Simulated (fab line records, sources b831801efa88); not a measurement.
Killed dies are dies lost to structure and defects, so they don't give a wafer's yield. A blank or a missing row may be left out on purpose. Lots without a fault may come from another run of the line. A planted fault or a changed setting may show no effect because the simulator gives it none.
Which tool did it? | flow gf180mcu | 13 lots, 39 wafers sampled, at 3 steps of a route of 602

WHAT THE GAUGES READ, wafer by wafer
GF_HV_LDD_CD_MEAS_46: target cd 400 nm.
lot  | measured     | on        | cd_nm (nm)
L706 | day 12 12:51 | cd_sem-01 | 405.1 402.9 402.8
L707 | day 12 20:58 | cd_sem-01 | 403.2 404.5 398.5
L708 | day 13 04:19 | cd_sem-02 | 399.4 400.7 400.2
L710 | day 13 18:05 | cd_sem-01 | 404.5 406.3 404.7
L713 | day 15 05:35 | cd_sem-01 | 404.0 401.6 403.5
L714 | day 16 00:02 | cd_sem-02 | 405.3 405.9 404.8
L717 | day 16 19:41 | cd_sem-02 | 399.5 400.3 399.1
L716 | day 16 21:29 | cd_sem-01 | 402.2 402.5 401.8
L719 | day 16 23:38 | cd_sem-02 | 399.9 396.6 400.3
L718 | day 17 02:02 | cd_sem-02 | 405.5 406.5 406.7
L723 | day 18 10:08 | cd_sem-01 | 401.9 402.5 402.1
L725 | day 18 22:29 | cd_sem-01 | 407.9 407.6 408.6
L726 | day 19 08:01 | cd_sem-02 | 405.8 404.1 404.4

GF_HV_LDD_RS_MEAS_53: measures by four-point-probe.
lot  | measured     | on            | HV_LDD_RS (ohm/sq)
L706 | day 12 13:26 | film_metro-01 | 418.9 417.8 419.3
L707 | day 12 21:36 | film_metro-03 | 417.9 416.7 416.9
L708 | day 13 04:54 | film_metro-01 | 418.8 418.6 419.1
L710 | day 13 18:40 | film_metro-03 | 416.4 417.3 416.2
L713 | day 15 06:11 | film_metro-01 | 418.0 418.1 417.9
L714 | day 16 00:38 | film_metro-01 | 419.2 418.9 419.5
L717 | day 16 20:17 | film_metro-03 | 418.5 419.2 417.8
L716 | day 16 22:05 | film_metro-04 | 417.5 418.1 417.6
L719 | day 17 00:14 | film_metro-01 | 418.8 418.7 418.8
L718 | day 17 02:38 | film_metro-04 | 417.4 418.3 417.9
L723 | day 18 10:44 | film_metro-03 | 424.4 424.3 425.1
L725 | day 18 23:05 | film_metro-04 | 419.3 417.7 418.2
L726 | day 19 08:36 | film_metro-03 | 423.0 422.8 423.7

WHICH TOOL RAN EACH LOT (tool, then ch and the chambers of the sampled wafers, then the start)
lot  | GF_HV_LDD_IMPLANT_09
L706 | implanter-03 ch 0, day 10 03:38
L707 | implanter-02 ch 0, day 10 11:50
L708 | implanter-02 ch 0, day 10 18:46
L710 | implanter-03 ch 0, day 11 07:23
L713 | implanter-03 ch 0, day 12 16:14
L714 | implanter-02 ch 0, day 13 07:09
L717 | implanter-03 ch 0, day 14 02:15
L716 | implanter-02 ch 0, day 14 02:33
L719 | implanter-03 ch 0, day 14 06:17
L718 | implanter-02 ch 0, day 14 08:00
L723 | implanter-02 ch 0, day 15 14:20
L725 | implanter-03 ch 0, day 16 01:54
L726 | implanter-02 ch 0, day 16 09:56
- GF_HV_LDD_IMPLANT_09

WHAT THE TOOLS THEMSELVES READ (means of the sampled wafers that have a number; where no wafer has one, the mark that the record gives instead)
GF_HV_LDD_IMPLANT_09.
lot  | tool         | beam_energy_keV | dose_ions_cm2
L706 | implanter-03 | 40.018          | 9.9937e+13
L707 | implanter-02 | 39.991          | 9.9933e+13
L708 | implanter-02 | 40.004          | 1.0007e+14
L710 | implanter-03 | 39.980          | 1.0005e+14
L713 | implanter-03 | 40.007          | 1.0014e+14
L714 | implanter-02 | 39.990          | 1.0003e+14
L717 | implanter-03 | 40.005          | 1.0005e+14
L716 | implanter-02 | 40.013          | 9.9940e+13
L719 | implanter-03 | 40.001          | 9.9943e+13
L718 | implanter-02 | 39.998          | 1.0013e+14
L723 | implanter-02 | 39.998          | 9.7650e+13
L725 | implanter-03 | 39.987          | 1.0005e+14
L726 | implanter-02 | 39.998          | 9.7647e+13

THE ANSWER, worked out from the rows above alone
Rule: what is usual is taken from the lots themselves. Put in order of their means at a reading, lots are off if they are a third of the lots or fewer, leave a main group of 4 or more, and stand apart from it by a gap of 3 or more times the standard deviation of the main group's means; of several such gaps the widest counts. A main group whose means are all the same, to the digits that the tables above print for the reading, isn't used. A lot without any number at a reading at which 4 lots or more have one is off too. The other lots that the step has rows for count as sound. The gauges are gone through in route order, then the tools' own readings, and for those a lot's mean is taken as printed above. The first step at which some lot is off is used, and at that step the reading that is off furthest; a lot without a number counts as furthest.
Off: L723, L726, at GF_HV_LDD_RS_MEAS_53 (HV_LDD_RS). The main group: mean 418.2 ohm/sq, standard deviation 0.74.
A tool fits if, at a process step before that reading, it ran every lot that is off, and no sound lot after the first of them. The gauges at GF_HV_LDD_RS_MEAS_53 aren't tried: what is off there is off at GF_HV_LDD_IMPLANT_09 too, on other tools, and a gauge's error can't cause that. One fits: implanter-02 at GF_HV_LDD_IMPLANT_09. Its last sound lot is L718 (day 14 08:00), its first lot that is off L723 (day 15 14:20): a fault that began between those two fits.
The tool's own readings at GF_HV_LDD_IMPLANT_09 bear it out: on the lots that are off they differ by more than 5 times the standard deviation of the sound lots' means. dose_ions_cm2 reads 9.7648e+13 there against 1.0002e+14 on the sound lots.

WHAT THE SIMULATOR HAD PUT IN
Process parameter drift: implanter-02, from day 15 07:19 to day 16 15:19, at GF_HV_LDD_IMPLANT_09. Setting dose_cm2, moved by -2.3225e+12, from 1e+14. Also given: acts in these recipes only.
Lots struck among those shown: L723, L726. The rule above found the same.
